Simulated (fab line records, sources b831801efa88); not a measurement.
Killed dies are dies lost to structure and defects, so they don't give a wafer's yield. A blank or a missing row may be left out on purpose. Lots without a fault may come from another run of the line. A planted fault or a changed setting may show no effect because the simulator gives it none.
Problem report in the 8D (eight disciplines) form, filled by code | flow sky130 | the parts of the form that need people (team, actions taken, sign-off) are left out

1. THE PROBLEM
beam_energy_keV at SKY_LDD_HVN_IMPLANT_08 reads a mean of 57.388 on 6 wafers of 2 lots; wafers without a fault read 60.000 with a standard deviation of 0.02. That is -99 or more standard deviations from the usual mean.
First seen on wafer L724.2, day 25 07:08, on implanter-03. The record holds 42 wafers of 14 lots with a number at this step. Rule for "out", or "out of limits": more than 4 standard deviations from the usual mean. The other wafers with a number count as sound.

2. WHAT IT IS AND WHAT IT IS NOT
question                    | is                     | is not
which readings at this step | beam_energy_keV        | end_station_pressure_torr
which lots                  | L724, L726             | L711, L712, L714, L715, L717, L720, L721, L723, L730, L731, L732, L734
which wafers of those lots  | all that have a number | -
read on which tools         | implanter-03           | implanter-01, implanter-02
when                        | from day 25 07:08      | up to then (24 sound wafers); but 12 sound wafers of L730, L731, L732, L734 came after

3. SUSPECTS, AND WHAT RULES EACH OUT
Counting: a tool at a process step up to the reading stays a suspect if it ran every lot that is out and no sound lot after the first of them.
- implanter-03 at SKY_LDD_HVN_IMPLANT_08: kept. It ran every lot that is out, first L724 (day 25 07:08), and no sound lot after that; its last sound lot up to then is L720 (day 23 15:09). Its own readings are out on those wafers: beam_energy_keV.
Left after counting: implanter-03 at SKY_LDD_HVN_IMPLANT_08.

4. THE CAUSE (what the simulator had put in)
Process parameter drift: implanter-03, from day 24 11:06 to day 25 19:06, at SKY_LDD_HVN_IMPLANT_08. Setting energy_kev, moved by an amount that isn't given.
Counting left only this tool.

5. THE CHAIN OF EFFECTS, in route order
Each row: a reading whose mean over the struck wafers that have a number lies more than 3 standard deviations from the usual. Only readings for which the record gives a usual standard deviation are gone through. hours: the time from each lot's start at the first step in this table that gives one to its start at this step, as a median over the lots. sigmas: the change in usual standard deviations.
hours | step                   | reading         | usual  | on struck wafers | change | sigmas
0     | SKY_LDD_HVN_IMPLANT_08 | beam_energy_keV | 60.000 | 57.388           | -2.612 | -99 or more
The process steps in it:
- SKY_LDD_HVN_IMPLANT_08
Later measuring or inspecting steps at which every struck wafer that the step has a row for has a number for every such reading, and none has moved that far: SKY_LI_CONTACT_OVL_MEAS_13, SKY_CONTACT_BOW_MEAS_05.

6. WHAT WOULD HAVE CAUGHT IT SOONER
In this record the first reading out of limits was taken at day 25 07:08, 20 hours after the fault began at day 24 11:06.
